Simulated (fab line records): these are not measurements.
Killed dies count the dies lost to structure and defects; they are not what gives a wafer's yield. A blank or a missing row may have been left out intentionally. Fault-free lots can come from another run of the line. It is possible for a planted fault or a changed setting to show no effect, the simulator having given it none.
fab line records | flow gf180mcu
[record] lots = 14 | wafers = 42 | lastDay = 34
route steps=602 shown STI@1 DUAL_GATE@143 POLY_GATE@174 PSD@255
lots that met no fault: from a run of the same line without faults
startH: hours from the record's first day to the start of the lot's first wafer shown | waitH: how many hours have passed since the lot's step before this one | " as in the row above | L1.1+2: a row that stands for several wafers | - no value, or no start was given | * or withheld: withheld | < > ~ a bound
route shown NAME@n: NAME is a module with steps in the file, n the number in the route of the first one | usual: the fault-free wafers' mean and standard deviation | same: alike in all rows | chamber/n: place in a boat | sites: the reading at each site | _std_site: standard deviation of those values | _edge_site: mean of outer sites minus mean of inner sites | radiusMm: how far each site lies from the wafer's centre | mask NAME#n: copy n | behind: the tool/chamber that last shaped the wafer | hold: cause of the lot's hold/its duration in hours/its outcome | device: whichever transistor did not switch (one of n, p or np) | end of line: tests run on the same wafers once the route is complete | a step with no rows: only its recipe | killed: at the first sort, the dies lost to defects and structure; wafer yield is something else | map: shows each die of a wafer: x if killed, . if not, _ if none is there
set.NAME: setting as actually run; set.NAME@STEP: the setting as run at that earlier step | model.NAME: the simulator's own value behind a step, which no gauge read
one table for each step of the route and one row for each wafer, over a sample of lots
services: a tool's chamber out of use, with start hour (startH, from the record's first day; less than 0 if before it), hours out, and reason
[[steps]]
[step GF_STI_BOW_MEAS_00]
[recipe] mode = bow
[usual] INCOMING_BOW = -1/6.7
lot.wafer | tool         | chamber | startH | waitH | INCOMING_BOW[um]
L652.2    | filmMetro-01 | -       | 10.02  | -     | -4
L652.4    | "            | -       | "      | "     | -8
L652.6    | "            | -       | "      | "     | 8
L653.4    | filmMetro-02 | -       | 15.06  | -     | -10
L653.5    | "            | -       | "      | "     | -1
L653.6    | "            | -       | "      | "     | -10
L654.1    | filmMetro-02 | -       | 20.00  | -     | 2
L654.2    | "            | -       | "      | "     | 0
L654.6    | "            | -       | "      | "     | -5
L656.1    | filmMetro-02 | -       | 30.00  | -     | 8
L656.2    | "            | -       | "      | "     | 2
L656.3    | "            | -       | "      | "     | 0
L657.2    | filmMetro-04 | -       | 35.02  | -     | -14
L657.3    | "            | -       | "      | "     | -4
L657.5    | "            | -       | "      | "     | -16
L659.1    | filmMetro-04 | -       | 45.00  | -     | -2
L659.3    | "            | -       | "      | "     | 7
L659.5    | "            | -       | "      | "     | -3
L660.1    | filmMetro-02 | -       | 50.00  | -     | -11
L660.2    | "            | -       | "      | "     | -2
L660.4    | "            | -       | "      | "     | -1
L662.1    | filmMetro-01 | -       | 60.00  | -     | -7
L662.4    | "            | -       | "      | "     | -8
L662.6    | "            | -       | "      | "     | -3
L663.4    | filmMetro-04 | -       | 65.06  | -     | 3
L663.5    | "            | -       | "      | "     | 0
L663.6    | "            | -       | "      | "     | -1
L664.1    | filmMetro-02 | -       | 70.00  | -     | 2
L664.2    | "            | -       | "      | "     | 5
L664.5    | "            | -       | "      | "     | 5
L665.3    | filmMetro-01 | -       | 75.04  | -     | 4
L665.5    | "            | -       | "      | "     | -1
L665.6    | "            | -       | "      | "     | -6
L669.2    | filmMetro-01 | -       | 95.02  | -     | 3
L669.3    | "            | -       | "      | "     | 2
L669.6    | "            | -       | "      | "     | 5
L671.1    | filmMetro-04 | -       | 105.00 | -     | -5
L671.4    | "            | -       | "      | "     | 6
L671.5    | "            | -       | "      | "     | -1
L675.1    | filmMetro-02 | -       | 125.00 | -     | 2
L675.3    | "            | -       | "      | "     | 5
L675.6    | "            | -       | "      | "     | 0
[step GF_DUAL_GATE_OXIDATION_02]
[recipe] tempC = 900 | ambient = O2 | stabiliseS = 600 | purgeS = 300 | targetThkA = 108.87 | oxTimeS = 1602
[usual] oxTimeS = 1602/0 | zonePowerTopPct = 33.3/0.95
lot.wafer | tool       | chamber | startH | waitH | oxTimeS | zonePowerTopPct
L652.2    | furnace-01 | 0       | 161.51 | 0.3   | 1602    | 33.7
L652.4    | "          | 0       | "      | "     | 1602    | 34.7
L652.6    | "          | 0       | "      | "     | 1602    | 34.1
L653.4    | furnace-02 | 0       | 164.52 | 0.0   | 1602    | 32.5
L653.5    | "          | 0       | "      | "     | 1602    | 32.1
L653.6    | "          | 0       | "      | "     | 1602    | 32.7
L654.1    | furnace-02 | 0       | 171.05 | 0.2   | 1602    | 32.1
L654.2    | "          | 0       | "      | "     | 1602    | 32.4
L654.6    | "          | 0       | "      | "     | 1602    | 32.8
L656.1    | furnace-02 | 0       | 190.17 | 0.9   | 1602    | 32.0
L656.2    | "          | 0       | "      | "     | 1602    | 32.5
L656.3    | "          | 0       | "      | "     | 1602    | 32.5
L657.2    | furnace-01 | 0       | 193.96 | 0.0   | 1602    | 33.7
L657.3    | "          | 0       | "      | "     | 1602    | 34.3
L657.5    | "          | 0       | "      | "     | 1602    | 34.2
L659.1    | furnace-01 | 0       | 207.82 | 0.0   | 1602    | 34.2
L659.3    | "          | 0       | "      | "     | 1602    | 34.8
L659.5    | "          | 0       | "      | "     | 1602    | 34.1
L660.1    | furnace-02 | 0       | 215.34 | 1.3   | 1602    | 32.0
L660.2    | "          | 0       | "      | "     | 1602    | 32.5
L660.4    | "          | 0       | "      | "     | 1602    | 32.2
L662.1    | furnace-02 | 0       | 224.52 | 0.0   | 1602    | 32.7
L662.4    | "          | 0       | "      | "     | 1602    | 32.3
L662.6    | "          | 0       | "      | "     | 1602    | 32.7
L663.4    | furnace-01 | 0       | 232.62 | 0.0   | 1602    | 34.5
L663.5    | "          | 0       | "      | "     | 1602    | 34.6
L663.6    | "          | 0       | "      | "     | 1602    | 34.5
L664.1    | furnace-02 | 0       | 236.31 | 0.7   | 1602    | 32.2
L664.2    | "          | 0       | "      | "     | 1602    | 32.5
L664.5    | "          | 0       | "      | "     | 1602    | 32.4
L665.3    | furnace-02 | 0       | 247.07 | 0.0   | 1602    | 32.0
L665.5    | "          | 0       | "      | "     | 1602    | 31.9
L665.6    | "          | 0       | "      | "     | 1602    | 33.0
L669.2    | furnace-01 | 0       | 273.72 | 0.0   | 2322.9  | 34.6
L669.3    | "          | 0       | "      | "     | 2322.9  | 34.2
L669.6    | "          | 0       | "      | "     | 2322.9  | 33.8
L671.1    | furnace-01 | 0       | 284.38 | 0.0   | 2322.9  | 33.3
L671.4    | "          | 0       | "      | "     | 2322.9  | 34.2
L671.5    | "          | 0       | "      | "     | 2322.9  | 34.4
L675.1    | furnace-02 | 0       | 312.55 | 0.3   | 1602    | 32.7
L675.3    | "          | 0       | "      | "     | 1602    | 32.2
L675.6    | "          | 0       | "      | "     | 1602    | 32.9
[step GF_DUAL_GATE_THK_MEAS_03]
[recipe] reads = SiO2_of_DUAL_GATE_OXIDATION_02
[usual] DUAL_GATE_OXIDATION_00_THK = 10.91/0.24
lot.wafer | tool         | chamber | startH | waitH | DUAL_GATE_OXIDATION_00_THK[nm]
L652.2    | filmMetro-02 | -       | 162.97 | 0.0   | 10.53
L652.4    | "            | -       | "      | "     | 10.34
L652.6    | "            | -       | "      | "     | 10.55
L653.4    | filmMetro-04 | -       | 165.99 | 0.0   | 11.14
L653.5    | "            | -       | "      | "     | 11.02
L653.6    | "            | -       | "      | "     | 11.23
L654.1    | filmMetro-04 | -       | 172.50 | 0.0   | 11.21
L654.2    | "            | -       | "      | "     | 11.16
L654.6    | "            | -       | "      | "     | 11.14
L656.1    | filmMetro-02 | -       | 191.62 | 0.0   | 11.18
L656.2    | "            | -       | "      | "     | 11.14
L656.3    | "            | -       | "      | "     | 11.00
L657.2    | filmMetro-04 | -       | 195.41 | 0.0   | 10.89
L657.3    | "            | -       | "      | "     | 11.02
L657.5    | "            | -       | "      | "     | 10.91
L659.1    | filmMetro-02 | -       | 209.26 | 0.0   | 10.87
L659.3    | "            | -       | "      | "     | 10.91
L659.5    | "            | -       | "      | "     | 10.82
L660.1    | filmMetro-02 | -       | 216.78 | 0.0   | 11.21
L660.2    | "            | -       | "      | "     | 11.27
L660.4    | "            | -       | "      | "     | 11.35
L662.1    | filmMetro-02 | -       | 225.97 | 0.0   | 11.37
L662.4    | "            | -       | "      | "     | 11.20
L662.6    | "            | -       | "      | "     | 11.23
L663.4    | filmMetro-01 | -       | 234.10 | 0.0   | 10.84
L663.5    | "            | -       | "      | "     | 10.82
L663.6    | "            | -       | "      | "     | 10.85
L664.1    | filmMetro-02 | -       | 237.76 | 0.0   | 11.36
L664.2    | "            | -       | "      | "     | 11.40
L664.5    | "            | -       | "      | "     | 11.25
L665.3    | filmMetro-01 | -       | 248.53 | 0.0   | 11.20
L665.5    | "            | -       | "      | "     | 11.11
L665.6    | "            | -       | "      | "     | 11.11
L669.2    | filmMetro-01 | -       | 275.18 | 0.0   | 13.63
L669.3    | "            | -       | "      | "     | 13.77
L669.6    | "            | -       | "      | "     | 13.92
L671.1    | filmMetro-02 | -       | 285.82 | 0.0   | 14.04
L671.4    | "            | -       | "      | "     | 13.94
L671.5    | "            | -       | "      | "     | 14.05
L675.1    | filmMetro-04 | -       | 314.00 | 0.0   | 10.68
L675.3    | "            | -       | "      | "     | 10.62
L675.6    | "            | -       | "      | "     | 10.59
[step GF_POLY_GATE_THK_MEAS_17]
[recipe] reads = SiO2_of_POLY_GATE_OXIDATION_16
[usual] POLY_GATE_OXIDATION_THK = 4.01/0.084
lot.wafer | tool         | chamber | startH | waitH | POLY_GATE_OXIDATION_THK[nm]
L652.2    | filmMetro-03 | -       | 200.69 | 0.0   | 4.01
L652.4    | "            | -       | "      | "     | 3.92
L652.6    | "            | -       | "      | "     | 4.00
L653.4    | filmMetro-01 | -       | 203.95 | 0.0   | 3.98
L653.5    | "            | -       | "      | "     | 4.07
L653.6    | "            | -       | "      | "     | 3.92
L654.1    | filmMetro-02 | -       | 214.77 | 0.0   | 4.10
L654.2    | "            | -       | "      | "     | 4.09
L654.6    | "            | -       | "      | "     | 4.09
L656.1    | filmMetro-02 | -       | 232.08 | 0.0   | 3.95
L656.2    | "            | -       | "      | "     | 4.07
L656.3    | "            | -       | "      | "     | 4.02
L657.2    | filmMetro-02 | -       | 238.30 | 0.0   | 3.99
L657.3    | "            | -       | "      | "     | 3.95
L657.5    | "            | -       | "      | "     | 3.94
L659.1    | filmMetro-01 | -       | 249.65 | 0.0   | 3.93
L659.3    | "            | -       | "      | "     | 3.87
L659.5    | "            | -       | "      | "     | 3.87
L660.1    | filmMetro-02 | -       | 257.77 | 0.0   | 4.02
L660.2    | "            | -       | "      | "     | 3.99
L660.4    | "            | -       | "      | "     | 4.05
L662.1    | filmMetro-02 | -       | 268.30 | 0.0   | 3.91
L662.4    | "            | -       | "      | "     | 3.93
L662.6    | "            | -       | "      | "     | 3.93
L663.4    | filmMetro-02 | -       | 282.81 | 0.0   | 3.96
L663.5    | "            | -       | "      | "     | 3.97
L663.6    | "            | -       | "      | "     | 3.90
L664.1    | filmMetro-03 | -       | 284.62 | 0.0   | 4.05
L664.2    | "            | -       | "      | "     | 4.09
L664.5    | "            | -       | "      | "     | 4.03
L665.3    | filmMetro-01 | -       | 291.08 | 0.0   | 3.98
L665.5    | "            | -       | "      | "     | 3.93
L665.6    | "            | -       | "      | "     | 3.97
L669.2    | filmMetro-02 | -       | 319.08 | 0.0   | 4.06
L669.3    | "            | -       | "      | "     | 3.95
L669.6    | "            | -       | "      | "     | 4.03
L671.1    | filmMetro-01 | -       | 332.01 | 0.0   | 4.16
L671.4    | "            | -       | "      | "     | 4.09
L671.5    | "            | -       | "      | "     | 3.98
L675.1    | filmMetro-01 | -       | 361.07 | 0.0   | 4.07
L675.3    | "            | -       | "      | "     | 4.09
L675.6    | "            | -       | "      | "     | 4.14
[step GF_PSD_CD_MEAS_07]
[recipe] targetCdNm = 400
[usual] cdNm = 401.2/1.8
lot.wafer | tool     | chamber | startH | waitH | cdNm
L652.2    | cdSem-02 | -       | 318.52 | 0.1   | 398.1
L652.4    | "        | -       | "      | "     | 400.3
L652.6    | "        | -       | "      | "     | 401.3
L653.4    | cdSem-02 | -       | 321.57 | 0.1   | 402.5
L653.5    | "        | -       | "      | "     | 398.9
L653.6    | "        | -       | "      | "     | 402.3
L654.1    | cdSem-02 | -       | 334.80 | 0.1   | 403.4
L654.2    | "        | -       | "      | "     | 401.0
L654.6    | "        | -       | "      | "     | 401.1
L656.1    | cdSem-01 | -       | 356.15 | 0.1   | 400.8
L656.2    | "        | -       | "      | "     | 400.5
L656.3    | "        | -       | "      | "     | 399.4
L657.2    | cdSem-02 | -       | 363.47 | 0.1   | 402.1
L657.3    | "        | -       | "      | "     | 403.4
L657.5    | "        | -       | "      | "     | 402.9
L659.1    | cdSem-02 | -       | 378.65 | 0.1   | 400.8
L659.3    | "        | -       | "      | "     | 399.4
L659.5    | "        | -       | "      | "     | 399.5
L660.1    | cdSem-01 | -       | 385.21 | 0.1   | 401.2
L660.2    | "        | -       | "      | "     | 401.4
L660.4    | "        | -       | "      | "     | 400.6
L662.1    | cdSem-01 | -       | 401.25 | 0.1   | 402.3
L662.4    | "        | -       | "      | "     | 404.8
L662.6    | "        | -       | "      | "     | 404.3
L663.4    | cdSem-01 | -       | 416.76 | 0.1   | 401.6
L663.5    | "        | -       | "      | "     | 402.4
L663.6    | "        | -       | "      | "     | 402.4
L664.1    | cdSem-02 | -       | 419.65 | 0.1   | 401.8
L664.2    | "        | -       | "      | "     | 400.3
L664.5    | "        | -       | "      | "     | 398.7
L665.3    | cdSem-02 | -       | 428.64 | 0.1   | 398.6
L665.5    | "        | -       | "      | "     | 399.6
L665.6    | "        | -       | "      | "     | 397.7
L669.2    | cdSem-02 | -       | 461.17 | 0.1   | 403.6
L669.3    | "        | -       | "      | "     | 401.6
L669.6    | "        | -       | "      | "     | 401.6
L671.1    | cdSem-01 | -       | 475.45 | 0.1   | 403.5
L671.4    | "        | -       | "      | "     | 400.5
L671.5    | "        | -       | "      | "     | 402.3
L675.1    | cdSem-02 | -       | 506.15 | 0.1   | 400.3
L675.3    | "        | -       | "      | "     | 397.9
L675.6    | "        | -       | "      | "     | 398.5
[[services]]
tool       | chamber | startH | hours | kind
furnace-02 | -       | 193.03 | 4.0   | pm
[[key]]
[firstSign] step = GF_DUAL_GATE_OXIDATION_02 | reading = oxTimeS | direction = up | sigmas = 99+ | usual = * | struck = *
[effect] step = GF_DUAL_GATE_THK_MEAS_03 | reading = DUAL_GATE_OXIDATION_00_THK | direction = up | sigmas = 12 | usual = 10.91 | struck = 13.89
metAt GF_DUAL_GATE_OXIDATION_02
struckLots L669,L671
testerLeftOut L669,L671
notActingAt GF_STI_BOW_MEAS_00,GF_POLY_GATE_THK_MEAS_17,GF_PSD_CD_MEAS_07
onsetBetween 232.62 273.72
[fault] kind = processParameterDrift | tool = furnace-01 | chamber = - | onsetH = 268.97 | steps = GF_DUAL_GATE_OXIDATION_02 | channel = oxTimeS | offset = * | shape = step | endH = 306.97 | actsIn = * | stated = *
// testerLeftOut: of these lots the tester's yield and bins aren't shown, on N5 and GAA mostly nor the transistor test; their killed dies are dies lost to structure and defects alone, not to doping, threshold or leakage, so they don't give the yield
